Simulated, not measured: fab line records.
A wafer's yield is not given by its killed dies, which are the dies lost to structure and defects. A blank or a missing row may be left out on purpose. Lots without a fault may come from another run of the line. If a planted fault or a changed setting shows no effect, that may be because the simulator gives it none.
Chamber matching    flow gf180mcu    GF_V2_CMP_26 on cmp-02: 4 sister chambers
The step polishes, stops on SiO2, t overpolish 15 s, target thk 0 nm. 4 wafers are shown with their chamber, then 7 later ones without.

== WAFERS PAIRED WITH THEIR CHAMBERS ==
wafer   chamber  motor current A (A)
L898.1  2        11.8
L898.2  3        9.7
L899.1  0        11.5
L899.2  1        10.9

== WAFERS WITH NO CHAMBER GIVEN ==
wafer   motor current A (A)
L899.5  11.4
L901.1  12.4
L901.3  11.9
L901.4  9.8
L902.1  10.7
L902.5  10.7
L902.6  10.9

== CHAMBER TAKEN BY EACH ==
wafer    from the rows above            in truth
L899.5   can't be placed: 0 or 2 or 1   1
L901.1   can't be placed: 2 or 0        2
L901.3   can't be placed: 2 or 0        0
L901.4   3                              3
L902.1   1                              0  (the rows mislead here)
L902.5   1                              1
L902.6   1                              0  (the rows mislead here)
Correct placement for 2 of the 7. Can't be placed from these rows: 3 (the true chamber is among the candidates in 3). 2 placed wrongly.
How it was worked out, from the rows above alone: a wafer's distance from a chamber is the root of the sum, over the readings, of the square of ((its reading less the chamber's mean) divided by the reading's scatter). If the next closest chamber is less than 2 further off than the closest, the wafer can't be placed; otherwise it belongs to the closest. A chamber's mean is the mean of its shown wafers. The scatter (one wafer shown for each chamber): square how far every hidden wafer sits from the nearest shown wafer, average those squares and take the square root.
